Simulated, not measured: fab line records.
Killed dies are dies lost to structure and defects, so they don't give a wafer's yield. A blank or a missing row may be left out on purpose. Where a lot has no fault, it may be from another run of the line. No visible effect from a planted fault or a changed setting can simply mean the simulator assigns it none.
Struck lot and sound lot, side by side | flow sky130 | 29 out of 708 route steps
Sound: these wafers, L983.1, L983.4, L983.5. Wafers L988.2, L988.3, L988.6 were the ones struck. The cause comes at the end.
Per side, at each step with rows, come the tool, then ch with its chambers, and then its first start. Under that, the readings that differ: sound wafers | struck wafers | difference of the means | sigmas: that difference in standard deviations of wafers without a fault.
alike: words and numbers the same on both sides, and readings whose means are apart by under 2 such deviations; not compared: readings that were withheld, readings missing a value for some wafer, numbers with overlapping values and no deviation given by the record, and bounds like >300 which may hide the same value.
A row with sigmas, a row that says differs or no value, or rows on one side alone: a step with any of these is where the two part. Numbers that don't overlap but have no deviation are shown without sigmas and don't part them. Lack of a reading on every wafer of one side parts them only where that side has two or more wafers.

first, 2 steps without rows for these wafers: SKY_LOCAL_INTERCONNECT_PEB_09; SKY_LOCAL_INTERCONNECT_DEVELOP_10 (develop time 60 s).
SKY_LOCAL_INTERCONNECT_CD_MEAS_11 targets a cd of 170 nm.
  sound: cd-sem-01 at day 30 13:33; struck: cd-sem-02 at day 32 21:23
  alike: cd-nm
SKY_LOCAL_INTERCONNECT_OVL_MEAS_12:
  sound: overlay-02 at day 30 13:40; struck: overlay-01 at day 32 21:29
  alike: LOCAL_INTERCONNECT_OVL
SKY_LOCAL_INTERCONNECT_ETCH_13: etches BARC in N2/H2, stops on SiO2, time 45.9 s, target depth 60 nm.
  sound on rie-metal-04 ch 0,1, day 30 13:43; struck on rie-metal-03 ch 0,1, day 32 21:31
  alike: drypump-motor-current-A, h2-flow-sccm, oes-product-au, throttle-valve-pct
  not compared: rf-hours-counter-h
then, 1 step without rows for these wafers: SKY_LOCAL_INTERCONNECT_METAL_ETCH_14 (etches TiN in Cl2/BCl3, stops on PSG, target depth 110 nm, time 31.4 s).
SKY_LOCAL_INTERCONNECT_STRIP_15: strips in O2/N2.
  sound on plasma-asher-03 ch 0, day 30 13:49; struck on plasma-asher-01 ch 0,1, day 32 21:38
  reading                     | sound       | struck      | difference | sigmas
  drypump-motor-current-A (A) | 4.9 4.9 4.9 | 6.1 6.5 6.1 | +1.3       | +2
  alike: oes-product-au, strip-time-to-endpoint-s
  not compared: rf-hours-counter-h
then, 3 steps without rows for these wafers: SKY_LOCAL_INTERCONNECT_STRIP_16 (strips in post etch residue remover, time 1200 s); SKY_LOCAL_INTERCONNECT_CLEAN_17 (cleans in IPA, time 180 s); SKY_LOCAL_INTERCONNECT_CLEAN_18 (cleans in O3/DIW).
SKY_CONTACT_CVD_00: deposits Si3N4, target thk 75 nm.
  sound on pecvd-03 ch 0,1,2, day 30 14:26; struck on pecvd-03 ch 0,1,2, day 32 22:13
  alike: heater-power-w
SKY_CONTACT_THK_MEAS_01:
  sound: film-metro-01 at day 30 14:29; struck: film-metro-03 at day 32 22:16
  alike: CONTACT_CVD_00_THK
SKY_CONTACT_HDPCVD_02: deposits SiO2, target thk 565 nm, time 94.2 s.
  sound on hdpcvd-02 ch 0,2, day 30 14:32; struck on hdpcvd-01 ch 1,2, day 32 22:19
  no value came back on the struck wafers for pressure-mtorr (mTorr), run-length-s (s); on the sound wafers pressure-mtorr (mTorr) reads 5.994 6.000 6.004
then, 1 step without rows for these wafers: SKY_CONTACT_CMP_04 (polishes SiO2).
SKY_CONTACT_BOW_MEAS_05:
  sound: film-metro-01 at day 30 14:59; struck: film-metro-03 at day 32 22:46
  reading          | sound    | struck   | difference | sigmas
  CONTACT_BOW (um) | 83 66 83 | 62 52 58 | -20        | -3
then, 4 steps without rows for these wafers: SKY_CONTACT_DEHYDRATE_06 (time 60 s); SKY_CONTACT_HMDS_07 (prime time 60 s); SKY_CONTACT_COAT_08 (resist thk 60 nm); SKY_CONTACT_COAT_09 (resist thk 450 nm).
SKY_CONTACT_SOFTBAKE_10: time 92.27 s.
  sound: litho-track-01 ch 0; struck: litho-track-01 ch 0
  alike: plate-sensor-t-centre-C, plate-sensor-t-edge-C
then, 3 steps without rows for these wafers: SKY_CONTACT_EXPOSE_11 (exposes mask CTM1, target cd 170 nm); SKY_CONTACT_PEB_12; SKY_CONTACT_DEVELOP_13 (develop time 60 s).
SKY_CONTACT_CD_MEAS_14 targets a cd of 170 nm.
  sound: cd-sem-01 at day 31 18:56; struck: cd-sem-02 at day 34 01:29
  alike: cd-nm
SKY_CONTACT_OVL_MEAS_15:
  sound: overlay-01 at day 31 19:04; struck: overlay-01 at day 34 01:36
  alike: CONTACT_OVL
SKY_CONTACT_ETCH_16: etches BARC in N2/H2, stops on SiO2, time 45.9 s, target depth 60 nm.
  sound on rie-diel-03 ch 2,3, day 31 19:05; struck on rie-diel-03 ch 0,2,3, day 34 01:38
  alike: drypump-motor-current-A, h2-flow-sccm, oes-product-au, throttle-valve-pct
  not compared: rf-hours-counter-h
SKY_CONTACT_ETCH_17: etches SiO2 in C4F8/O2/Ar, stops on Si3N4, target depth 340 nm.
  sound on rie-diel-03 ch 2,3, day 31 19:08; struck on rie-diel-03 ch 0,2,3, day 34 01:40
  reading                  | sound             | struck            | difference | sigmas
  oes-product-au (a.u.)    | 0.890 0.890 0.885 | 0.381 0.375 0.377 | -0.511     | -99 or more
  model.etch.depth-nm (nm) | 341.1 339.7 340.1 | 0 0 0             | -340       |
then, 1 step without rows for these wafers: SKY_CONTACT_ETCH_18 (etches Si3N4 in CHF3/O2, stops on TiN, time 39 s, target depth 75 nm).
-- the record jumps here: 14 days lie between the struck wafers' starts before and after (it left off in module CONTACT and takes up again in module PAD_OPEN, whose first step shown is number 708 of the route) --
SKY_PAD_OPEN_PROBE_99:
  sound: prober-01 at day 45 21:14; struck: prober-02 at day 47 17:59
  reading             | sound    | struck      | difference | sigmas
  killed_at_M0_to_M3  | 39 38 47 | 5 15 8      | -32        | -5
  killed-at-contacts  | 29 20 19 | 483 473 482 | +457       | +77
  killed-at-front-end | 11 17 7  | 4 3 2       | -9         | -2
  killed-dies         | 81 79 75 | 492 492 492 | +414       | +38
  killed-on-rim       | 10 14 11 | 96 96 96    | +84        | +23
  killed-open         | 49 39 41 | 6 18 10     | -32        | -4
  killed-short        | 32 40 34 | 8 7 5       | -29        | -4
  alike: killed_at_M4_up, killed-at-other

## WHERE THEY PART
At SKY_LOCAL_INTERCONNECT_STRIP_15 first; at SKY_PAD_OPEN_PROBE_99 last (within this record only).

WHY: what had been put in by the simulator
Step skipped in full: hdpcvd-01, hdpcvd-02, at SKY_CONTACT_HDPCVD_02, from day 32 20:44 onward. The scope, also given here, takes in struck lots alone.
